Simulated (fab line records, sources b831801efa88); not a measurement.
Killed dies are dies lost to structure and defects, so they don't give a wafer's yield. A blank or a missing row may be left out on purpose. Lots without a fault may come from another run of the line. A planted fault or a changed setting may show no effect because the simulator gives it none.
fab line records | flow sky130
record lots=6 wafers=18 last_day=50
route steps=708 shown METAL5@671 PASSIVATION@681 PAD_OPEN@694
lots that met no fault: from a run of the same line without faults
start_h: hours from the record's first day to the start of the lot's first wafer shown | wait_h: hours since the lot's step before | " the same as in the row above | L1.1+2: a row that stands for several wafers | - no value, or no start given | * or withheld: withheld | < > ~ a bound
route shown NAME@n: a module of which the file shows steps, and the number in the route of the first | usual: mean/standard deviation of fault-free wafers | same: alike in all rows | chamber/n: place in a boat | sites: the reading at each site | _std_site: their standard deviation | _edge_site: outer sites' mean less inner sites' | radius_mm: how far each site lies from the wafer's centre | mask NAME#n: copy n | behind: the tool/chamber that last shaped the wafer | hold: why the lot was held/for how many hours/how that ended | device: the transistor (n, p or np) that didn't switch | end of line: the same wafers' tests at the end of the route | a step without rows: its recipe alone | killed: dies lost to structure and defects at the first sort, not the wafer's yield | map: a wafer's dies, x killed, . not, _ none there
set.NAME: the setting as run; set.NAME@STEP: as run at that earlier step | model.NAME: the simulator's own value behind a step, which no gauge read
lots at some steps of the route; a table a step, a row a wafer
services: from which hour (start_h, from the record's first day; less than 0 if before it) a tool's chamber was out of use, for how many hours, and why
## steps
# step SKY_METAL5_SOFTBAKE_10
# recipe temp_c=90 time_s=60 resist=NOVOLAK
# step SKY_METAL5_EXPOSE_11
# recipe mask_id=MM5 na=0.6 source_shape=conventional sigma_outer=0.6 polarization=unpolarized target_cd_nm=1600 dose_mj=190
# step SKY_METAL5_PEB_12
# recipe temp_c=withheld time_s=* resist=NOVOLAK
# step SKY_METAL5_DEVELOP_13
# recipe resist=NOVOLAK developer=TMAH develop_time_s=60 dev_temp_c=23
# step SKY_METAL5_DESCUM_14
# recipe chemistry=O2 source_power_w=150 bias_power_w=0 pressure_mtorr=10 temp_c=40 time_s=11
# usual drypump_motor_current_A=6.0/0.4 oes_product_au=0.998/0.014
# columns lot.wafer tool chamber start_h wait_h drypump_motor_current_A oes_product_au rf_hours_counter_h
L210.2 rie_metal-02 0 1046.14 0.1 6.4 0.991 -
L210.4 " 0 " " 6.4 0.993 -
L210.5 " 0 " " 6.3 1.001 -
L218.1 rie_metal-01 0 1096.70 0.1 5.9 0.993 20
L218.4 " 0 " " 5.9 0.986 -
L218.5 " 0 " " 5.9 0.992 -
L222.1 rie_metal-03 0 1119.84 0.1 5.6 0.976 17
L222.3 " 1 " " 5.8 1.004 -
L222.6 " 1 " " 5.8 0.989 -
L223.1 rie_metal-01 1 1124.04 0.1 6.5 1.014 21
L223.2 " 0 " " 5.9 0.998 22
L223.4 " 0 " " 5.9 0.990 -
L224.2 rie_metal-03 0 1134.39 0.1 5.6 0.975 18
L224.5 " 1 " " 5.8 0.990 -
L224.6 " 0 " " 5.6 0.976 -
L227.4 rie_metal-01 0 1154.35 0.1 5.9 0.989 -
L227.5 " 0 " " 5.9 0.974 -
L227.6 " 1 " " 6.5 1.011 -
# step SKY_METAL5_METAL_ETCH_15
# recipe target_depth_a=12600 stop_on=SiO2 over_etch_frac=0.2 time_s=252 chemistry=Cl2/BCl3 resist_sidewall_deg=86 pressure_mtorr=10 icp_w=900 bias_w=48.5 Cl2_flow_sccm=60 bcl3_flow_sccm=30
# usual drypump_motor_current_A=6.0/0.4 oes_product_au=0.894/0.0044 throttle_valve_pct=22.263/0.0095
# columns lot.wafer tool chamber start_h wait_h drypump_motor_current_A oes_product_au rf_hours_counter_h throttle_valve_pct
L210.2 rie_metal-02 0 1046.27 0.1 6.4 0.897 - 22.265
L210.4 " 0 " " 6.4 0.891 - 22.262
L210.5 " 0 " " 6.4 0.893 - 22.279
L218.1 rie_metal-01 0 1096.73 0.0 5.9 0.896 20 22.257
L218.4 " 0 " " 5.9 0.892 - 22.260
L218.5 " 0 " " 5.9 0.885 - 22.260
L222.1 rie_metal-03 0 1119.88 0.0 5.6 0.892 17 22.248
L222.3 " 1 " " 5.8 0.896 - 22.268
L222.6 " 1 " " 5.8 0.895 - 22.256
L223.1 rie_metal-01 1 1124.08 0.0 6.5 0.889 21 22.271
L223.2 " 0 " " 5.9 0.895 22 22.272
L223.4 " 0 " " 5.9 0.888 - 22.257
L224.2 rie_metal-03 0 1134.44 0.0 5.6 0.893 18 22.249
L224.5 " 1 " " 5.8 0.890 - 22.263
L224.6 " 0 " " 5.6 0.882 - 22.260
L227.4 rie_metal-01 0 1154.45 0.1 5.9 0.890 - 22.255
L227.5 " 0 " " 5.9 0.889 - 22.239
L227.6 " 1 " " 6.6 0.900 - 22.252
# step SKY_METAL5_STRIP_16
# recipe chemistry=O2/N2 power_w=1400 pressure_mtorr=1500 platen_temp_c=withheld o2_flow_sccm=3000 n2_flow_sccm=300 overash_fraction=0.5
# usual drypump_motor_current_A=6.00/0.2 oes_product_au=0.710/0.0047 strip_time_to_endpoint_s=13.09/0.16
# columns lot.wafer tool chamber start_h wait_h drypump_motor_current_A oes_product_au rf_hours_counter_h strip_time_to_endpoint_s
L210.2 plasma_asher-03 1 1046.66 0.3 5.87 0.713 61 13.24
L210.4 " 0 " " 5.69 0.709 - 13.23
L210.5 " 0 " " 5.70 0.701 - 13.18
L218.1 plasma_asher-03 0 1096.97 0.2 5.68 0.701 66 13.26
L218.4 " 1 " " 5.89 0.713 - 13.22
L218.5 " 0 " " 5.67 0.717 - 13.23
L222.1 plasma_asher-01 0 1120.11 0.2 6.17 0.708 6 13.26
L222.3 " 1 " " 5.95 0.710 - 13.11
L222.6 " 1 " " 5.99 0.706 - 13.13
L223.1 plasma_asher-01 1 1124.31 0.2 5.91 0.705 6 12.89
L223.2 " 0 " " 6.15 0.705 6 13.22
L223.4 " 1 " " 5.94 0.711 - 13.19
L224.2 plasma_asher-04 1 1134.75 0.2 6.24 0.715 96 13.31
L224.5 " 0 " " 6.13 0.702 - 13.05
L224.6 " 1 " " 6.25 0.716 - 13.29
L227.4 plasma_asher-04 1 1154.64 0.1 6.24 0.717 - 13.18
L227.5 " 1 " " 6.23 0.711 - 13.22
L227.6 " 0 " " 6.15 0.712 - 12.77
# step SKY_METAL5_STRIP_17
# recipe chemistry=post_etch_residue_remover time_s=1200 temp_c=72.5
# step SKY_METAL5_CLEAN_18
# recipe chemistry=IPA time_s=180 temp_c=25
# step SKY_METAL5_CLEAN_19
# recipe chemistry=O3/DIW dry=n2_spin
# step SKY_PASSIVATION_CVD_00
# recipe material=SiO2 target_thk_nm=90 temp_c=400 time_s=withheld rf_w=600
# usual heater_power_w=719/66
# columns lot.wafer tool chamber start_h wait_h heater_power_w
L210.2 pecvd-03 2 1047.26 0.0 724
L210.4 " 0 " " 675
L210.5 " 2 " " 725
L218.1 pecvd-04 1 1097.67 0.0 785
L218.4 " 1 " " 779
L218.5 " 0 " " 721
L222.1 pecvd-01 1 1120.71 0.0 582
L222.3 " 0 " " 694
L222.6 " 1 " " 576
L223.1 pecvd-01 1 1124.93 0.0 590
L223.2 " 2 " " 556
L223.4 " 0 " " 677
L224.2 pecvd-04 0 1135.34 0.0 709
L224.5 " 2 " " 666
L224.6 " 0 " " 705
L227.4 pecvd-04 1 1155.21 0.0 738
L227.5 " 0 " " 635
L227.6 " 2 " " 790
# step SKY_PASSIVATION_THK_MEAS_01
# recipe reads=SiO2_of_PASSIVATION_CVD_00
# usual PASSIVATION_CVD_00_THK=89.7/1.2
# columns lot.wafer tool chamber start_h wait_h PASSIVATION_CVD_00_THK[nm]
L210.2 film_metro-03 - 1047.29 - 89.8
L210.4 " - " " 90.1
L210.5 " - " " 91.0
L218.1 film_metro-03 - 1097.69 - 89.6
L218.4 " - " " 92.0
L218.5 " - " " 92.2
L222.1 film_metro-03 - 1120.73 - 89.1
L222.3 " - " " 89.4
L222.6 " - " " 89.1
L223.1 film_metro-02 - 1124.95 - 88.3
L223.2 " - " " 89.5
L223.4 " - " " 91.0
L224.2 film_metro-03 - 1135.37 - 91.0
L224.5 " - " " 90.7
L224.6 " - " " 91.2
L227.4 film_metro-04 - 1155.25 - 91.6
L227.5 " - " " 92.1
L227.6 " - " " 91.8
# step SKY_PASSIVATION_CVD_02
# recipe material=Si3N4 target_thk_nm=540 temp_c=400 time_s=withheld rf_w=450
# usual heater_power_w=751/80
# columns lot.wafer tool chamber start_h wait_h heater_power_w model.Si3N4_of_PASSIVATION_CVD_02.thk_nm
L210.2 pecvd-04 1 1047.34 0.0 792 525.6
L210.4 " 1 " " 836 537.2
L210.5 " 0 " " 779 537.6
L218.1 pecvd-03 2 1097.75 0.1 824 530.3
L218.4 " 1 " " 702 537.7
L218.5 " 0 " " 852 537.7
L222.1 pecvd-04 1 1120.79 0.1 777 248.4
L222.3 " 0 " " 807 249.4
L222.6 " 2 " " 752 256.3
L223.1 pecvd-04 2 1125.01 0.1 774 238.6
L223.2 " 1 " " 811 237.3
L223.4 " 0 " " 715 250.9
L224.2 pecvd-03 0 1135.42 0.0 832 532.1
L224.5 " 1 " " 748 548.5
L224.6 " 2 " " 811 546.8
L227.4 pecvd-03 1 1155.40 0.1 669 544
L227.5 " 0 " " 858 542.3
L227.6 " 2 " " 856 538.7
# step SKY_PASSIVATION_THK_MEAS_03
# recipe reads=Si3N4_of_PASSIVATION_CVD_02
# usual PASSIVATION_CVD_02_THK=539/7.9
# columns lot.wafer tool chamber start_h wait_h hold PASSIVATION_CVD_02_THK[nm]
L210.2 film_metro-02 - 1047.69 - - 525
L210.4 " - " " - 537
L210.5 " - " " - 537
L218.1 film_metro-02 - 1097.98 - - 531
L218.4 " - " " - 538
L218.5 " - " " - 538
L222.1 film_metro-02 - 1121.01 - await_dispo/0.2h/release 248
L222.3 " - " " await_dispo/0.2h/release 249
L222.6 " - " " await_dispo/0.2h/release 256
L222.1 film_metro-02 - 1121.31 0.3 - 248
L222.3 " - " " - 250
L222.6 " - " " - 256
L223.1 film_metro-04 - 1125.24 - await_dispo/0.2h/release 239
L223.2 " - " " await_dispo/0.2h/release 238
L223.4 " - " " await_dispo/0.2h/release 251
L223.1 film_metro-04 - 1125.61 0.4 - 239
L223.2 " - " " - 237
L223.4 " - " " - 251
L224.2 film_metro-04 - 1135.66 - - 532
L224.5 " - " " - 548
L224.6 " - " " - 547
L227.4 film_metro-02 - 1155.54 - - 544
L227.5 " - " " - 542
L227.6 " - " " - 539
# step SKY_PASSIVATION_HMDS_05
# recipe prime_time_s=60 prime_temp_c=120
# step SKY_PASSIVATION_COAT_06
# recipe spin_rpm=2000 resist_thk_nm=3000
# step SKY_PASSIVATION_SOFTBAKE_07
# recipe temp_c=110 time_s=withheld
# step SKY_PASSIVATION_EXPOSE_08
# recipe mask_id=NSM target_cd_nm=3000 na=0.57 dose_mj=260
# step SKY_PASSIVATION_PEB_09
# recipe temp_c=115 time_s=withheld
# step SKY_PASSIVATION_DEVELOP_10
# recipe develop_time_s=60 dev_temp_c=23
# step SKY_PASSIVATION_ETCH_11
# recipe chemistry=CF4/O2 target_depth_nm=725 stop_on=AlCu source_w=800 bias_w=150 pressure_mtorr=150 cf4_flow_sccm=80 O2_flow_sccm=10 time_s=161.1
# usual cf4_flow_sccm=80.02/0.25 drypump_motor_current_A=5.7/0.5 oes_product_au=0.976/0.007 throttle_valve_pct=5.964/0.0097
# columns lot.wafer tool chamber start_h wait_h cf4_flow_sccm drypump_motor_current_A oes_product_au rf_hours_counter_h throttle_valve_pct model.etch.depth_nm model.PASSIVATION.feature_depth_nm
L210.2 rie_diel-01 1 1068.30 - 79.86 5.1 0.972 13 5.951 689.2 689.2
L210.4 " 2 " " 79.84 6.1 0.975 8 5.974 700.2 700.2
L210.5 " 3 " " 79.74 5.2 0.978 - 5.958 701.5 701.5
L218.1 rie_diel-03 0 1117.48 - 79.77 6.6 0.974 20 5.959 693.5 693.5
L218.4 " 1 " " 79.46 6.4 0.976 21 5.957 703.7 703.7
L218.5 " 0 " " 79.91 6.6 0.977 - 5.962 703.4 703.4
L222.1 rie_diel-01 2 1140.00 - 80.04 6.1 0.731 10 5.902 410 410
L222.3 " 3 " " 79.91 5.2 0.731 22 5.907 411.5 411.5
L222.6 " 1 " " 79.67 5.2 0.736 - 5.888 417.1 417.1
L223.1 rie_diel-03 0 1143.93 - 80.27 6.6 0.726 21 5.889 402 402
L223.2 " 1 " " 80.20 6.4 0.731 23 5.900 401.2 401.2
L223.4 " 3 " " 80.46 5.5 0.728 14 5.897 416.7 416.7
L224.2 rie_diel-02 3 1153.43 - 80.26 5.8 0.972 23 5.972 699.5 699.5
L224.5 " 2 " " 79.84 5.6 0.974 - 5.972 705.4 705.4
L224.6 " 1 " " 80.08 5.4 0.975 - 5.963 698.9 698.9
L227.4 rie_diel-03 2 1172.33 - 80.42 5.3 0.986 21 5.986 710.7 710.7
L227.5 " 1 " " 79.95 6.4 0.976 - 5.977 709.4 709.4
L227.6 " 0 " " 79.67 6.6 0.979 - 5.973 706.2 706.2
# step SKY_PASSIVATION_STRIP_12
# recipe chemistry=O2/N2 power_w=1400 pressure_mtorr=1500 platen_temp_c=withheld overash_fraction=0.7 o2_flow_sccm=3000 n2_flow_sccm=300
# usual drypump_motor_current_A=5.9/0.47 oes_product_au=0.660/0.0047 strip_time_to_endpoint_s=31.44/0.16
# columns lot.wafer tool chamber start_h wait_h drypump_motor_current_A oes_product_au rf_hours_counter_h strip_time_to_endpoint_s
L210.2 plasma_asher-03 0 1068.40 0.1 5.7 0.648 63 31.55
L210.4 " 0 " " 5.7 0.661 - 31.46
L210.5 " 1 " " 5.9 0.658 - 31.53
L218.1 plasma_asher-04 0 1117.58 0.1 6.2 0.659 95 31.40
L218.4 " 0 " " 6.2 0.658 - 31.42
L218.5 " 1 " " 6.3 0.668 - 31.52
L222.1 plasma_asher-02 1 1140.10 0.1 5.0 0.654 40 31.29
L222.3 " 0 " " 6.4 0.658 - 31.35
L222.6 " 1 " " 5.1 0.659 - 31.29
L223.1 plasma_asher-04 0 1144.03 0.1 6.1 0.659 97 31.42
L223.2 " 1 " " 6.3 0.662 97 31.26
L223.4 " 1 " " 6.3 0.658 - 31.09
L224.2 plasma_asher-04 1 1153.53 0.1 6.3 0.651 98 31.79
L224.5 " 1 " " 6.2 0.661 - 31.68
L224.6 " 0 " " 6.2 0.669 - 31.78
L227.4 plasma_asher-03 1 1172.47 0.1 5.9 0.657 - 31.72
L227.5 " 1 " " 5.9 0.661 - 31.71
L227.6 " 0 " " 5.7 0.659 - 31.65
# step SKY_PAD_OPEN_DEHYDRATE_00
# recipe temp_c=200 time_s=60
# step SKY_PAD_OPEN_HMDS_01
# recipe prime_time_s=60 prime_temp_c=120
# step SKY_PAD_OPEN_COAT_02
# recipe spin_rpm=2000 resist_thk_nm=3000
# step SKY_PAD_OPEN_SOFTBAKE_03
# recipe temp_c=110 time_s=withheld
# step SKY_PAD_OPEN_EXPOSE_04
# recipe mask_id=PDM target_cd_nm=60000 na=0.57 dose_mj=260
# step SKY_PAD_OPEN_PEB_05
# recipe temp_c=115 time_s=withheld
# step SKY_PAD_OPEN_DEVELOP_06
# recipe develop_time_s=60 dev_temp_c=23
# step SKY_PAD_OPEN_ETCH_07
# recipe chemistry=CF4/O2 target_depth_nm=725 stop_on=AlCu source_w=800 bias_w=150 pressure_mtorr=150 cf4_flow_sccm=80 O2_flow_sccm=10 time_s=161.1
# usual cf4_flow_sccm=80.00/0.25 drypump_motor_current_A=5.8/0.41 oes_product_au=0.975/0.0073 throttle_valve_pct=5.965/0.0098
# columns lot.wafer tool chamber start_h wait_h cf4_flow_sccm drypump_motor_current_A oes_product_au rf_hours_counter_h throttle_valve_pct model.etch.depth_nm model.PAD_OPEN.feature_depth_nm
L210.2 rie_diel-04 1 1088.44 - 79.49 5.9 0.960 12 5.966 689.2 689.2
L210.4 " 2 " " 79.84 5.7 0.968 28 5.956 700.2 700.2
L210.5 " 2 " " 79.67 5.7 0.973 - 5.970 701.5 701.5
L218.1 rie_diel-03 3 1136.13 - 80.02 5.5 0.970 13 5.952 693.5 693.5
L218.4 " 2 " " 79.96 5.3 0.983 19 5.976 703.7 703.7
L218.5 " 2 " " 79.94 5.3 0.976 - 5.943 703.4 703.4
L222.1 rie_diel-04 0 1158.19 - 80.37 6.1 0.733 6 5.886 410 410
L222.3 " 3 " " 79.98 5.4 0.731 17 5.902 411.5 411.5
L222.6 " 0 " " 80.52 6.1 0.735 - 5.885 417.1 417.1
L223.1 rie_diel-03 1 1161.38 - 79.76 6.4 0.725 23 5.887 402 402
L223.2 " 3 " " 80.12 5.5 0.723 15 5.894 401.2 401.2
L223.4 " 2 " " 79.95 5.4 0.725 20 5.900 416.7 416.7
L224.2 rie_diel-02 0 1170.50 - 80.10 5.6 0.978 26 5.963 699.5 699.5
L224.5 " 2 " " 79.88 5.6 0.983 - 5.962 701.6 701.6
L224.6 " 1 " " 80.13 5.4 0.978 - 5.968 705.1 705.1
L227.4 rie_diel-02 1 1188.60 - 79.41 5.4 0.977 19 5.967 705.6 705.6
L227.5 " 3 " " 80.02 5.8 0.982 - 5.957 709.4 709.4
L227.6 " 0 " " 79.73 5.6 0.982 - 5.989 706.2 706.2
# step SKY_PAD_OPEN_STRIP_08
# recipe chemistry=O2/N2 power_w=1400 pressure_mtorr=1500 platen_temp_c=withheld overash_fraction=0.7 o2_flow_sccm=3000 n2_flow_sccm=300
# step SKY_PAD_OPEN_STRIP_09
# recipe chemistry=post_etch_residue_remover time_s=1200 temp_c=72.5
# columns lot.wafer tool chamber start_h wait_h model.Si3N4_of_PASSIVATION_CVD_02.thk_nm
L210.2 wet_bench-02 3 1088.65 0.1 525.3
L210.4 " 3 " " 536.8
L210.5 " 3 " " 537.3
L218.1 wet_bench-02 1 1136.33 0.1 530
L218.4 " 1 " " 537.3
L218.5 " 1 " " 537.4
L222.1 wet_bench-03 3 1158.40 0.1 248
L222.3 " 3 " " 249.1
L222.6 " 3 " " 255.9
L223.1 wet_bench-02 1 1161.58 0.1 238.3
L223.2 " 1 " " 236.9
L223.4 " 1 " " 250.6
L224.2 wet_bench-03 1 1170.70 0.1 531.8
L224.5 " 1 " " 548.1
L224.6 " 1 " " 546.5
L227.4 wet_bench-03 0 1188.80 0.0 543.6
L227.5 " 0 " " 541.9
L227.6 " 0 " " 538.4
# step SKY_PAD_OPEN_CLEAN_10
# recipe chemistry=IPA time_s=180 temp_c=25
# step SKY_PAD_OPEN_PROBE_99
# usual defect_limited_yield=82.5/1.7 killed_at_M0_to_M3=43/6.7 killed_at_M4_up=3.2/1.8 killed_at_contacts=24/4.8 killed_at_front_end=16/4.2 killed_at_other=0.3/0.56 killed_dies=86/8.5 killed_open=47/6.7 killed_short=39/6 sort_bin_3_pad_short=0.9/0.45 sort_bin_5_function=10.3/1.6 sort_bin_6_memory=6.3/1 sort_n_pass=406/8.5 sort_yield_pct=82.5/1.7
# same gross_dies=492 killed_at_back_side=0 sort_bin_4_leakage[%]=0 sort_bin_8_speed[%]=0
# columns lot.wafer tool chamber start_h wait_h defect_limited_yield[%] killed_at_M0_to_M3 killed_at_M4_up killed_at_contacts killed_at_front_end killed_at_other killed_dies killed_open killed_short sort_bin_3_pad_short[%] sort_bin_5_function[%] sort_bin_6_memory[%] sort_n_pass sort_yield_pct[%]
L210.2 prober-02 - 1090.88 0.1 82.5 43 1 26 16 0 86 49 37 1.4 10.6 5.5 406 82.5
L210.4 prober-02 - 1090.98 0.2 83.5 37 5 26 13 0 81 43 38 0.4 8.9 7.1 411 83.5
L210.5 prober-02 - 1091.03 0.2 80.3 47 1 26 23 0 97 47 49 1.0 10.8 7.9 395 80.3
# killed by level:class
L210.2 CONTACT:geometric_particle:open=11 VIA1:geometric_particle:open=11 CONTACT:geometric_particle:short=7 VIA2:geometric_particle:open=7 VIA3:geometric_particle:short=6 FIELD_ISO:geometric_particle:open=5 METAL1:geometric_particle:short=5 METAL2:geometric_particle:short=5
L210.4 CONTACT:geometric_particle:open=10 LI_CONTACT:geometric_particle:open=8 VIA1:geometric_particle:open=8 VIA3:geometric_particle:open=8 FIELD_ISO:geometric_particle:short=5 METAL4:geometric_particle:short=5 LOCAL_INTERCONNECT:geometric_particle:short=4 METAL3:geometric_particle:short=4
L210.5 CONTACT:geometric_particle:open=10 VIA1:geometric_particle:open=10 VIA3:geometric_particle:open=9 CONTACT:geometric_particle:short=7 FIELD_ISO:geometric_particle:short=5 POLY_GATE:geometric_particle:open=5 POLY_GATE:geometric_particle:short=5 METAL2:geometric_particle:short=5
## services
# columns tool chamber start_h hours kind
rie_diel-01 - 1026.44 14.6 pm
rie_metal-01 - 1030.40 2.8 pm
plasma_asher-03 - 1040.95 2.7 repair
rie_diel-01 0 1043.58 13.4 repair
wet_bench-02 - 1047.65 1.2 repair
rie_metal-03 0 1050.67 18.6 repair
plasma_asher-01 - 1055.25 9.0 pm
rie_diel-04 - 1065.33 2.1 repair
plasma_asher-04 - 1085.82 2.8 pm
pecvd-04 - 1093.52 1.8 repair
pecvd-01 - 1104.18 0.3 repair
rie_diel-02 - 1115.86 2.8 pm
pecvd-03 2 1120.80 5.9 repair
rie_diel-04 - 1121.77 14.6 pm
rie_metal-03 - 1121.95 1.4 pm
rie_metal-02 - 1123.48 0.6 repair
pecvd-03 - 1124.42 2.8 pm
rie_diel-02 3 1126.56 3.6 repair
rie_diel-04 1 1140.05 7.0 repair
rie_metal-03 - 1157.80 1.2 repair
plasma_asher-04 - 1166.09 10.9 repair
rie_diel-02 3 1169.55 4.0 repair
rie_diel-03 - 1177.41 1.2 repair
plasma_asher-03 - 1178.55 2.8 pm
## key
first_sign step=SKY_PASSIVATION_THK_MEAS_03 reading=visit direction=added
effect step=SKY_PASSIVATION_THK_MEAS_03 reading=PASSIVATION_CVD_02_THK direction=down sigmas=37 usual=539 struck=247
effect step=SKY_PASSIVATION_ETCH_11 reading=oes_product_au direction=down sigmas=35 usual=0.976 struck=0.730
effect step=SKY_PAD_OPEN_ETCH_07 reading=oes_product_au direction=down sigmas=34 usual=0.975 struck=0.729
model_effect step=SKY_PASSIVATION_CVD_02 value=Si3N4_of_PASSIVATION_CVD_02.thk_nm without=536.4 struck=246.8
model_effect step=SKY_PASSIVATION_ETCH_11 value=etch.depth_nm without=699.3 struck=409.7
model_effect step=SKY_PAD_OPEN_ETCH_07 value=etch.depth_nm without=699.3 struck=409.7
model_effect step=SKY_PAD_OPEN_STRIP_09 value=Si3N4_of_PASSIVATION_CVD_02.thk_nm without=536 struck=246.5
met_at SKY_PASSIVATION_CVD_02
struck_wafers L222.1,L222.3,L222.6,L223.1,L223.2,L223.4
onset_between 1047.34 1120.79
also_fits SKY_METAL5_STRIP_16:plasma_asher-01,SKY_PASSIVATION_CVD_00:pecvd-01
fault kind=process_parameter_drift tool=pecvd-04 chamber=- onset_h=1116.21 steps=SKY_PASSIVATION_CVD_02 channel=target_thk_nm offset=-290.31 shape=step end_h=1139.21 acts_in=these_recipes_only stated=540
